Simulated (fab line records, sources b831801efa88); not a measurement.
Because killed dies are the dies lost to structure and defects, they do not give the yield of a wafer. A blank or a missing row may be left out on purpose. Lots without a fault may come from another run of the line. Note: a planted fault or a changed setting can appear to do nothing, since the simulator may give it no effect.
Problem report in the 8D (eight disciplines) form, filled by code	flow sky130	the parts of the form that need people (team, actions taken, sign-off) are left out

== 1. WHAT IS WRONG ==
At SKY_VIA1_ETCH_14, oesProductAu averages 0.741 a.u. over 4 wafers from 2 lots, while fault-free wafers read 0.855 a.u., standard deviation 0.005. Relative to the usual mean, that is a shift of -23 standard deviations.
The step: etches BARC in N2/H2, stops on SiO2, time 45.9 s, target depth 60 nm.
Earliest sighting: wafer L262.2 on rieDiel-02 at day 37 02:56. The record has a number at this step for 36 wafers belonging to 12 lots. Rule for "out" (also "out of limits"): further than 4 standard deviations from the usual mean. The rest of the wafers with a number are treated as sound.

== 2. WHAT IT IS, AND WHAT IT ISN'T ==
question	is	is not
which readings at this step	oesProductAu	-
which lots	L262, L263	L255, L256, L257, L259, L268, L269, L271, L273, L276, L277
which wafers of those lots	L262.2, L262.4, L263.2, L263.4	L262.1, L263.5
read on which tools	rieDiel-02	rieDiel-01, rieDiel-03
when	from day 37 02:56	up to then (13 sound wafers); but 19 sound wafers of L263, L268, L269, L271, L273, L276, L277 came after

== 3. WHAT RULES OUT EACH SUSPECT ==
Counting: if a tool at a process step up to the reading ran every lot that is out, it stays a suspect. Sound lots after the first of them don't rule it out here, since some wafers of a struck lot are sound.
- rieDiel-02 at SKY_VIA1_ETCH_14 (etches BARC in N2/H2, stops on SiO2, time 45.9 s, target depth 60 nm): kept. Every lot that is out went through it, the first being L262 (day 37 02:56); the last sound lot it ran before that was L256 (day 35 17:19). Its own oesProductAu readings are out on those wafers.
After counting, what remains is rieDiel-02 at SKY_VIA1_ETCH_14.

== 4. THE CAUSE (what the simulator had put in) ==
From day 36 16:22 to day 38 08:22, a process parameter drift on rieDiel-02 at SKY_VIA1_ETCH_14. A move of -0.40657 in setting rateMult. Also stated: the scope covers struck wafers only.
The count eliminated every tool but this one.

== 5. THE EFFECT CHAIN, in route order ==
Each row: a reading whose mean over the struck wafers that have a number lies more than 3 standard deviations from the usual. Readings are gone through only where the record gives a usual standard deviation; hours: the median, over the lots, of the time from a lot's start at the first step in this table giving one to that lot's start at this step; sigmas: the change measured in usual standard deviations.
hours	step	reading	usual	on struck wafers	change	sigmas
0	SKY_VIA1_ETCH_14	oesProductAu	0.855 a.u.	0.741	-0.114	-23
0	SKY_VIA1_ETCH_15	oesProductAu	0.982 a.u.	0.387	-0.595	-99 or more
0	SKY_VIA1_STRIP_16	stripTimeToEndpointS	4.461 s	4.642	+0.181	+7.9
265	SKY_PAD_OPEN_PROBE_99	defectLimitedYield	82.3 %	0.6	-81.7	-43
265	SKY_PAD_OPEN_PROBE_99	killed_at_M0_to_M3	44	446	+402	+62
265	SKY_PAD_OPEN_PROBE_99	killedDies	87	489	+402	+43
265	SKY_PAD_OPEN_PROBE_99	killedOnRim	17	94	+78	+18
265	SKY_PAD_OPEN_PROBE_99	sort_bin_5_function	10.5 %	92.9	+82.4	+51
265	SKY_PAD_OPEN_PROBE_99	sortNPass	405	3	-402	-43
265	SKY_PAD_OPEN_PROBE_99	sortYieldPct	82.3 %	0.6	-81.7	-43
Process steps it contains:
- SKY_VIA1_ETCH_14: etches BARC in N2/H2, stops on SiO2, time 45.9 s, target depth 60 nm.
- SKY_VIA1_ETCH_15: etches SiO2 in C4F8/O2/Ar, stops on TiN, target depth 351 nm, time 54 s.
- SKY_VIA1_STRIP_16: strips in O2/N2.
- SKY_PAD_OPEN_PROBE_99

== 6. WHAT WOULD HAVE CAUGHT IT SOONER ==
In this record the first reading out of limits was taken at day 37 02:56, 11 hours after the fault began at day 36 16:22.
